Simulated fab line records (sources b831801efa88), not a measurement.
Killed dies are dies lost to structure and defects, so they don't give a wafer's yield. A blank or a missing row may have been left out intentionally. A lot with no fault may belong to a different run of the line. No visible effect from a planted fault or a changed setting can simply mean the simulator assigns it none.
Which tool did it? | flow gf180mcu | 13 lots with 39 wafers sampled at 5 steps, on a route of 602 steps

WHAT THE GAUGES SHOWED, per wafer
GF_VT_IMPLANT_RS_MEAS_47: measurement is done with a four-point probe. Usual: NWELL_RS typically reads 487.6 ohm/sq, with standard deviation 1.3.
lot  | measured     | on           | NWELL_RS (ohm/sq) | flag
L489 | day 7 15:04  | filmMetro-03 | 488.7 487.5 487.7 | 
L491 | day 8 02:35  | filmMetro-04 | 487.8 487.0 487.3 | 
L493 | day 8 14:04  | filmMetro-04 | 488.9 487.1 488.4 | 
L494 | day 8 23:38  | filmMetro-03 | 487.9 487.6 487.4 | 
L495 | day 9 03:32  | filmMetro-01 | 488.8 487.3 488.5 | 
L497 | day 9 18:59  | filmMetro-04 | 485.7 485.5 486.3 | 
L498 | day 9 23:34  | filmMetro-04 | 489.3 489.4 488.8 | 
L499 | day 10 07:59 | filmMetro-01 | 486.6 486.2 486.3 | 
L501 | day 10 23:38 | filmMetro-04 | 487.7 487.8 488.7 | 
L503 | day 11 12:31 | filmMetro-01 | 495.1 496.8 496.5 | OFF
L504 | day 11 16:46 | filmMetro-03 | 493.9 493.8 495.7 | OFF
L505 | day 12 00:29 | filmMetro-01 | 496.0 495.7 496.6 | OFF
L511 | day 13 17:29 | filmMetro-03 | 487.1 486.5 485.2 | 

GF_M3_RS_MEAS_05: measurement is done with a four-point probe. Usual: M3_ALCU_RS typically reads 0.0695 ohm/sq, with standard deviation 0.001.
lot  | measured     | on           | M3_ALCU_RS (ohm/sq)  | flag
L489 | day 20 07:52 | filmMetro-02 | 0.0686 0.0702 0.0703 | 
L491 | day 21 02:38 | filmMetro-02 | 0.0685 0.0694 0.0705 | 
L493 | day 21 22:34 | filmMetro-02 | 0.0721 0.0720 0.0712 | 
L494 | day 22 04:59 | filmMetro-01 | 0.0704 0.0690 0.0691 | 
L495 | day 22 11:35 | filmMetro-03 | 0.0697 0.0703 0.0694 | 
L497 | day 23 10:40 | filmMetro-03 | 0.0689 0.0692 0.0694 | 
L498 | day 23 13:00 | filmMetro-03 | 0.0714 0.0688 0.0694 | 
L499 | day 24 05:04 | filmMetro-01 | 0.0699 0.0708 0.0696 | 
L501 | day 25 02:16 | filmMetro-02 | 0.0708 0.0702 0.0695 | 
L503 | day 25 07:04 | filmMetro-03 | 0.0697 0.0688 0.0695 | 
L504 | day 25 15:42 | filmMetro-03 | 0.0703 0.0690 0.0687 | 
L505 | day 25 23:19 | filmMetro-02 | 0.0690 0.0698 0.0684 | 
L511 | day 27 22:43 | filmMetro-02 | 0.0685 0.0686 0.0693 | 

GF_M3_THK_MEAS_06: measures by xrf. Usual: M3_ALCU_THK typically reads 459 nm, with standard deviation 6.9.
lot  | measured     | on           | M3_ALCU_THK (nm) | flag
L489 | day 20 07:59 | filmMetro-02 | 464 450 451      | 
L491 | day 21 02:45 | filmMetro-02 | 469 457 454      | 
L493 | day 21 22:41 | filmMetro-02 | 443 442 450      | 
L494 | day 22 05:07 | filmMetro-01 | 449 459 459      | 
L495 | day 22 11:42 | filmMetro-03 | 458 452 461      | 
L497 | day 23 10:47 | filmMetro-03 | 465 462 461      | 
L498 | day 23 13:07 | filmMetro-03 | 449 466 461      | 
L499 | day 24 05:10 | filmMetro-01 | 454 445 454      | 
L501 | day 25 02:21 | filmMetro-02 | 451 453 458      | 
L503 | day 25 07:11 | filmMetro-03 | 459 463 459      | 
L504 | day 25 15:49 | filmMetro-03 | 455 466 466      | 
L505 | day 25 23:26 | filmMetro-02 | 462 457 468      | 
L511 | day 27 22:50 | filmMetro-02 | 463 464 460      | 

WHICH TOOL RAN EACH LOT (tool, then ch and the chambers of the sampled wafers, then the start)
lot  | GF_NWELL_IMPLANT_09            | GF_DUAL_GATE_STRIP_13
L489 | implanter-02 ch 0, day 3 09:17 | plasmaAsher-02 ch 0,1, day 8 09:33
L491 | implanter-01 ch 0, day 3 17:24 | plasmaAsher-02 ch 0,1, day 8 21:28
L493 | implanter-01 ch 0, day 4 04:28 | plasmaAsher-03 ch 0,1, day 9 09:28
L494 | implanter-01 ch 0, day 4 10:19 | plasmaAsher-04 ch 0,1, day 9 19:05
L495 | implanter-02 ch 0, day 4 14:57 | plasmaAsher-03 ch 0,1, day 9 23:58
L497 | implanter-02 ch 0, day 5 03:44 | plasmaAsher-02 ch 0,1, day 10 15:40
L498 | implanter-04 ch 0, day 5 07:10 | plasmaAsher-04 ch 0,1, day 10 20:19
L499 | implanter-02 ch 0, day 5 13:23 | plasmaAsher-02 ch 0,1, day 11 05:16
L501 | implanter-02 ch 0, day 6 01:47 | plasmaAsher-04 ch 0,1, day 11 20:28
L503 | implanter-02 ch 0, day 6 12:35 | plasmaAsher-02 ch 0,1, day 12 09:27
L504 | implanter-02 ch 0, day 6 16:44 | plasmaAsher-02 ch 0,1, day 12 13:28
L505 | implanter-02 ch 0, day 6 23:01 | plasmaAsher-02 ch 0,1, day 12 21:33
L511 | implanter-01 ch 0, day 8 07:08 | plasmaAsher-02 ch 0,1, day 14 19:59
- GF_NWELL_IMPLANT_09
- GF_DUAL_GATE_STRIP_13: strips in O2/N2.

WHAT THE TOOLS THEMSELVES READ (means of the sampled wafers that have a number; where no wafer has one, the mark that the record gives instead)
GF_NWELL_IMPLANT_09. Usual: faradayCurrentUA 22.6, standard deviation 0.5.
lot  | tool         | faradayCurrentUA | flag
L489 | implanter-02 | 22.0             | 
L491 | implanter-01 | 22.6             | 
L493 | implanter-01 | 21.8             | 
L494 | implanter-01 | 22.9             | 
L495 | implanter-02 | 22.4             | 
L497 | implanter-02 | 22.2             | 
L498 | implanter-04 | 22.0             | 
L499 | implanter-02 | 22.7             | 
L501 | implanter-02 | 22.6             | 
L503 | implanter-02 | 22.8             | 
L504 | implanter-02 | 22.4             | 
L505 | implanter-02 | 23.0             | 
L511 | implanter-01 | 22.2             | 

GF_DUAL_GATE_STRIP_13. Usual: drypumpMotorCurrentA 5.7 A, standard deviation 0.36; heaterPowerW 316 W, standard deviation 27; oesProductAu 0.716 a.u., standard deviation 0.0039; stripTimeToEndpointS 12.62 s, standard deviation 0.031.
lot  | tool           | drypumpMotorCurrentA (A) | heaterPowerW (W) | oesProductAu (a.u.) | stripTimeToEndpointS (s) | flag
L489 | plasmaAsher-02 | 5.5                      | 323              | 0.716               | 12.61                    | 
L491 | plasmaAsher-02 | 5.6                      | 318              | 0.715               | 12.59                    | 
L493 | plasmaAsher-03 | 6.0                      | 284              | 0.716               | 12.60                    | 
L494 | plasmaAsher-04 | 6.0                      | 339              | 0.717               | 12.59                    | 
L495 | plasmaAsher-03 | 5.9                      | 302              | 0.718               | 12.56                    | 
L497 | plasmaAsher-02 | 5.5                      | 323              | 0.718               | 12.61                    | 
L498 | plasmaAsher-04 | 5.7                      | 315              | 0.720               | 12.65                    | 
L499 | plasmaAsher-02 | 5.5                      | 326              | 0.712               | 12.64                    | 
L501 | plasmaAsher-04 | 6.0                      | 344              | 0.717               | 12.66                    | 
L503 | plasmaAsher-02 | 5.5                      | 325              | 0.714               | 12.64                    | 
L504 | plasmaAsher-02 | 5.6                      | 321              | 0.718               | 12.63                    | 
L505 | plasmaAsher-02 | 5.6                      | 313              | 0.714               | 12.61                    | 
L511 | plasmaAsher-02 | 5.6                      | 320              | 0.714               | 12.58                    | 

THE ANSWER, worked out from the rows above alone
Rule: take the mean of a lot's wafers that have a number; if it is more than 3 standard deviations from the usual mean, the lot is off. A lot without any number at a reading at which 4 lots or more have one is off too. The other lots that the step has rows for count as sound. After the gauges, taken in route order, come the tools' own readings; for these a lot's mean is taken, as printed above. The first step at which some lot is off is used, and at that step the reading that is off furthest; a lot without a number counts as furthest.
Off: at GF_VT_IMPLANT_RS_MEAS_47 (NWELL_RS), L503, L504, L505.
If a tool, at a process step before that reading, ran all the lots that are off and no sound lot after the first of them, it fits. Those tools and the gauges at GF_VT_IMPLANT_RS_MEAS_47 are tried in the same way. One fits: implanter-02 at GF_NWELL_IMPLANT_09. A fault onset in the window from L501 (day 6 01:47, its last sound lot) to L503 (day 6 12:35, its first lot off) fits.

WHAT THE SIMULATOR PUT IN
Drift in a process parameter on implanter-02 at GF_NWELL_IMPLANT_09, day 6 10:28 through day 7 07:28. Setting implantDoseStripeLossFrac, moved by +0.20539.
Lots struck among those shown: L503, L504, L505. Same finding as the rule above.
